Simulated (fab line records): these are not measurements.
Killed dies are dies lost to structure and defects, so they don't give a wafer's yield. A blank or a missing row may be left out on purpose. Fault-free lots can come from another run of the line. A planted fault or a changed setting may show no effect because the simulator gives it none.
Which of the tools did it? -- flow sky130 -- Sampling: 24 lots, 72 wafers, 6 of 708 route steps

## WHAT THE GAUGES SHOWED, per wafer
SKY_LI_CONTACT_RS_MEAS_22: the measuring method here is four-point-probe. Usual: LI_CONTACT_W_RS 0.2833 ohm/sq, standard deviation 0.0028.
lot,measured,on,LI_CONTACT_W_RS (ohm/sq),flag
L074,day 28 17:26,film-metro-01,0.2807 0.2882 0.2821,
L075,day 29 13:30,film-metro-01,0.2824 0.2796 0.2816,
L076,day 30 00:29,film-metro-03,0.2808 0.2885 0.2861,
L077,day 30 10:00,film-metro-04,0.2777 0.2820 0.2821,
L078,day 30 14:10,film-metro-04,0.2794 0.2802 0.2776,
L079,day 30 20:04,film-metro-03,0.2796 0.2813 0.2812,
L080,day 31 03:32,film-metro-03,0.2801 0.2837 0.2861,
L081,day 31 13:01,film-metro-03,0.2832 0.2842 0.2853,
L082,day 31 19:16,film-metro-01,0.2819 0.2850 0.2864,
L083,day 32 04:16,film-metro-03,0.2836 0.2803 0.2825,
L084,day 32 21:54,film-metro-03,0.2850 0.2851 0.2860,
L085,day 32 21:56,film-metro-01,0.2842 0.2830 0.2794,
L086,day 33 08:15,film-metro-03,0.2846 0.2796 0.2831,
L087,day 33 14:46,film-metro-01,0.2846 0.2857 0.2765,
L088,day 33 23:47,film-metro-01,0.2770 0.2789 0.2808,
L089,day 34 10:04,film-metro-01,0.2847 0.2877 0.2839,
L090,day 34 13:26,film-metro-04,0.2830 0.2856 0.2857,
L091,day 34 22:59,film-metro-01,0.2764 0.2807 0.2855,
L092,day 35 08:31,film-metro-04,0.2836 0.2801 0.2812,
L093,day 35 09:47,film-metro-01,0.2831 0.2845 0.2827,
L094,day 35 19:52,film-metro-04,0.2885 0.2850 0.2851,
L095,day 36 01:35,film-metro-04,0.2830 0.2841 0.2863,
L096,day 36 07:10,film-metro-04,0.2826 0.2829 0.2851,
L097,day 37 04:25,film-metro-01,0.2862 0.2858 0.2854,

SKY_VIA2_RS_MEAS_22: the measuring method here is four-point-probe. Usual: VIA2_W_RS 0.2736 ohm/sq, standard deviation 0.0023.
lot,measured,on,VIA2_W_RS (ohm/sq),flag
L074,day 35 23:50,film-metro-02,0.2734 0.2736 0.2709,
L075,day 36 16:59,film-metro-04,0.2748 0.2734 0.2739,
L076,day 37 06:49,film-metro-03,0.2696 0.2698 0.2705,
L077,day 37 12:57,film-metro-04,0.2760 0.2780 0.2729,
L078,day 37 18:48,film-metro-04,0.2742 0.2734 0.2745,
L079,day 37 22:32,film-metro-02,0.2771 0.2738 0.2776,
L080,day 38 04:54,film-metro-04,0.2756 0.2748 0.2773,
L081,day 38 13:12,film-metro-04,0.2766 0.2718 0.2757,
L082,day 38 19:40,film-metro-04,0.2742 0.2725 0.2721,
L083,day 39 03:11,film-metro-02,0.2689 0.2705 0.2715,
L084,day 39 19:49,film-metro-04,0.2725 0.2751 0.2752,
L085,day 39 21:02,film-metro-04,0.2736 0.2675 0.2701,
L086,day 40 04:26,film-metro-04,0.2720 0.2712 0.2731,
L087,day 40 11:14,film-metro-02,0.2736 0.2704 0.2743,
L088,day 40 17:32,film-metro-03,0.2792 0.2762 0.2748,
L089,day 41 06:12,film-metro-04,0.2749 0.2711 0.2734,
L090,day 41 09:12,film-metro-02,0.2730 0.2753 0.2697,
L091,day 41 17:54,film-metro-04,0.2760 0.2750 0.2750,
L092,day 41 23:53,film-metro-02,0.2724 0.2710 0.2739,
L093,day 42 02:52,film-metro-04,0.2721 0.2754 0.2725,
L094,day 42 12:08,film-metro-03,0.2720 0.2736 0.2767,
L095,day 42 15:53,film-metro-03,0.2710 0.2749 0.2718,
L096,day 42 20:07,film-metro-02,0.2725 0.2744 0.2738,
L097,day 43 16:31,film-metro-03,0.2700 0.2727 0.2724,

SKY_VIA3_CD_MEAS_12: target cd 200 nm. Usual: 199.9 nm for cd-nm, sd 1.5.
lot,measured,on,cd-nm (nm),flag
L074,day 39 08:22,cd-sem-01,199.4 200.1 198.7,
L075,day 39 23:25,cd-sem-01,201.0 201.3 198.8,
L076,day 40 14:01,cd-sem-01,200.1 199.0 201.5,
L077,day 40 18:28,cd-sem-02,197.6 197.3 198.6,
L078,day 41 01:15,cd-sem-02,198.5 199.3 198.5,
L079,day 41 03:54,cd-sem-01,201.0 200.1 199.1,
L080,day 41 10:08,cd-sem-02,202.9 202.8 201.3,
L081,day 41 17:14,cd-sem-02,199.8 199.4 197.8,
L082,day 41 22:50,cd-sem-01,199.0 198.8 199.2,
L083,day 42 07:00,cd-sem-02,201.5 201.3 202.1,
L084,day 42 22:44,cd-sem-01,202.2 201.2 202.5,
L085,day 42 23:25,cd-sem-01,199.0 199.7 199.0,
L086,day 43 06:56,cd-sem-01,199.3 199.0 200.8,
L087,day 43 13:22,cd-sem-02,196.8 197.3 197.9,
L088,day 43 18:56,cd-sem-01,200.8 200.7 201.9,
L089,day 44 06:17,cd-sem-01,201.6 200.7 200.8,
L090,day 44 09:43,cd-sem-01,198.5 199.6 199.4,
L091,day 44 18:44,cd-sem-02,201.9 202.6 201.9,
L092,day 44 22:37,cd-sem-02,202.0 200.9 200.6,
L093,day 45 02:26,cd-sem-02,197.3 196.9 197.7,
L094,day 45 11:37,cd-sem-01,201.7 200.0 199.5,
L095,day 45 13:52,cd-sem-02,199.1 199.4 198.0,
L096,day 45 17:26,cd-sem-01,199.9 201.2 200.3,
L097,day 46 12:52,cd-sem-01,200.8 200.4 199.5,

SKY_CAP2M_RS_MEAS_03: the measuring method here is four-point-probe. Usual: CAP2M_TIN_RS 6.90 ohm/sq, standard deviation 0.071.
lot,measured,on,CAP2M_TIN_RS (ohm/sq),flag
L074,day 39 10:14,film-metro-02,6.93 6.88 6.91,
L075,day 40 01:17,film-metro-03,6.83 6.87 6.89,
L076,day 40 15:53,film-metro-03,6.93 6.93 6.88,
L077,day 40 20:28,film-metro-01,6.94 6.97 6.90,
L078,day 41 03:07,film-metro-01,6.98 6.98 7.04,
L079,day 41 05:59,film-metro-03,6.83 6.88 6.80,
L080,day 41 12:01,film-metro-03,6.87 6.85 6.87,
L081,day 41 19:05,film-metro-01,6.92 6.96 6.92,
L082,day 42 00:54,film-metro-03,6.89 6.87 6.89,
L083,day 42 08:54,film-metro-02,6.89 6.89 6.88,
L084,day 43 00:39,film-metro-02,7.06 7.03 7.10,
L085,day 43 01:20,film-metro-03,6.91 6.84 6.90,
L086,day 43 08:47,film-metro-01,6.85 6.84 6.81,
L087,day 43 15:16,film-metro-01,6.88 6.80 6.83,
L088,day 43 20:47,film-metro-03,6.92 6.92 6.91,
L089,day 44 08:08,film-metro-01,6.98 6.98 6.92,
L090,day 44 12:20,film-metro-02,6.89 6.86 6.95,
L091,day 44 21:01,film-metro-01,6.93 6.96 6.95,
L092,day 45 00:28,film-metro-01,6.81 6.88 6.87,
L093,day 45 04:17,film-metro-03,6.76 6.83 6.74,
L094,day 45 13:29,film-metro-01,7.02 6.93 6.93,
L095,day 45 15:44,film-metro-02,6.77 6.80 6.75,
L096,day 45 19:20,film-metro-01,6.99 6.92 6.80,
L097,day 46 14:46,film-metro-01,6.94 6.86 6.86,

## EACH LOT AND THE TOOL THAT RAN IT (in order: tool; ch and the chambers of the sampled wafers; start)
lot,SKY_LI_CONTACT_SPUTTER_19,SKY_VIA2_SPUTTER_20
L074,"pvd-sputter-01, day 28 17:10","pvd-sputter-01, day 35 23:38"
L075,"pvd-sputter-01, day 29 13:14","pvd-sputter-01, day 36 16:48"
L076,"pvd-sputter-04, day 30 00:13","pvd-sputter-02, day 37 06:30"
L077,"pvd-sputter-04, day 30 09:37","pvd-sputter-04, day 37 12:46"
L078,"pvd-sputter-04, day 30 13:46","pvd-sputter-01, day 37 18:35"
L079,"pvd-sputter-04, day 30 19:46","pvd-sputter-04, day 37 22:19"
L080,"pvd-sputter-03, day 31 03:15","pvd-sputter-02, day 38 04:41"
L081,"pvd-sputter-03, day 31 12:44","pvd-sputter-02, day 38 12:59"
L082,"pvd-sputter-03, day 31 18:59","pvd-sputter-04, day 38 19:28"
L083,"pvd-sputter-01, day 32 03:58","pvd-sputter-01, day 39 02:58"
L084,"pvd-sputter-01, day 32 21:29","pvd-sputter-01, day 39 19:37"
L085,"pvd-sputter-04, day 32 21:40","pvd-sputter-01, day 39 20:50"
L086,"pvd-sputter-04, day 33 07:58","pvd-sputter-04, day 40 04:13"
L087,"pvd-sputter-01, day 33 14:30","pvd-sputter-02, day 40 11:02"
L088,"pvd-sputter-03, day 33 23:31","pvd-sputter-04, day 40 17:20"
L089,"pvd-sputter-01, day 34 09:49","pvd-sputter-02, day 41 06:01"
L090,"pvd-sputter-01, day 34 13:10","pvd-sputter-01, day 41 09:01"
L091,"pvd-sputter-01, day 34 22:43","pvd-sputter-02, day 41 17:43"
L092,"pvd-sputter-04, day 35 08:16","pvd-sputter-01, day 41 23:41"
L093,"pvd-sputter-04, day 35 09:30","pvd-sputter-02, day 42 02:39"
L094,"pvd-sputter-01, day 35 19:36","pvd-sputter-02, day 42 11:57"
L095,"pvd-sputter-01, day 36 01:19","pvd-sputter-01, day 42 15:42"
L096,"pvd-sputter-01, day 36 06:53","pvd-sputter-01, day 42 19:55"
L097,"pvd-sputter-01, day 37 03:59","pvd-sputter-04, day 43 16:16"
- SKY_LI_CONTACT_SPUTTER_19: material Ti, target thk 20 nm, time 106.37 s.
- SKY_VIA2_SPUTTER_20: material TiN, target thk 20 nm, time 80 s.

## AS READ BY THE TOOLS THEMSELVES (means over the sampled wafers that have a number; for cases with no such wafer, the mark the record gives instead)
SKY_LI_CONTACT_SPUTTER_19. Usual: 29.7 % for throttle-valve-pct, sd 0.71.
lot,tool,throttle-valve-pct (%),flag
L074,pvd-sputter-01,29.9,
L075,pvd-sputter-01,29.8,
L076,pvd-sputter-04,30.3,
L077,pvd-sputter-04,29.9,
L078,pvd-sputter-04,29.9,
L079,pvd-sputter-04,29.4,
L080,pvd-sputter-03,28.7,
L081,pvd-sputter-03,28.7,
L082,pvd-sputter-03,28.8,
L083,pvd-sputter-01,29.7,
L084,pvd-sputter-01,29.6,
L085,pvd-sputter-04,30.1,
L086,pvd-sputter-04,29.7,
L087,pvd-sputter-01,29.8,
L088,pvd-sputter-03,29.2,
L089,pvd-sputter-01,29.8,
L090,pvd-sputter-01,29.6,
L091,pvd-sputter-01,29.9,
L092,pvd-sputter-04,29.2,
L093,pvd-sputter-04,30.0,
L094,pvd-sputter-01,29.7,
L095,pvd-sputter-01,29.8,
L096,pvd-sputter-01,29.7,
L097,pvd-sputter-01,30.3,

SKY_VIA2_SPUTTER_20. Usual: 29.6 % for throttle-valve-pct, sd 1.3.
lot,tool,throttle-valve-pct (%),flag
L074,pvd-sputter-01,29.6,
L075,pvd-sputter-01,29.7,
L076,pvd-sputter-02,30.0,
L077,pvd-sputter-04,30.1,
L078,pvd-sputter-01,29.9,
L079,pvd-sputter-04,30.5,
L080,pvd-sputter-02,30.8,
L081,pvd-sputter-02,29.6,
L082,pvd-sputter-04,29.4,
L083,pvd-sputter-01,29.7,
L084,pvd-sputter-01,30.1,
L085,pvd-sputter-01,30.1,
L086,pvd-sputter-04,29.4,
L087,pvd-sputter-02,28.8,
L088,pvd-sputter-04,29.5,
L089,pvd-sputter-02,29.5,
L090,pvd-sputter-01,29.8,
L091,pvd-sputter-02,29.4,
L092,pvd-sputter-01,29.8,
L093,pvd-sputter-02,30.0,
L094,pvd-sputter-02,31.0,
L095,pvd-sputter-01,29.8,
L096,pvd-sputter-01,29.8,
L097,pvd-sputter-04,29.4,

## THE ANSWER, worked out from the rows above alone
Rule: take the mean of a lot's wafers that have a number; if it is more than 3 standard deviations from the usual mean, the lot is off. A lot without any number at a reading at which 4 lots or more have one is off too. Any other lot the step has rows for is counted as sound. After the gauges, taken in route order, come the tools' own readings; for these a lot's mean is taken, as printed above. The first step at which some lot is off is used, and at that step the reading that is off furthest; a lot without a number counts as furthest.
None of the lots is off at any reading shown; this tells nothing.

## WHAT WAS PUT IN BY THE SIMULATOR
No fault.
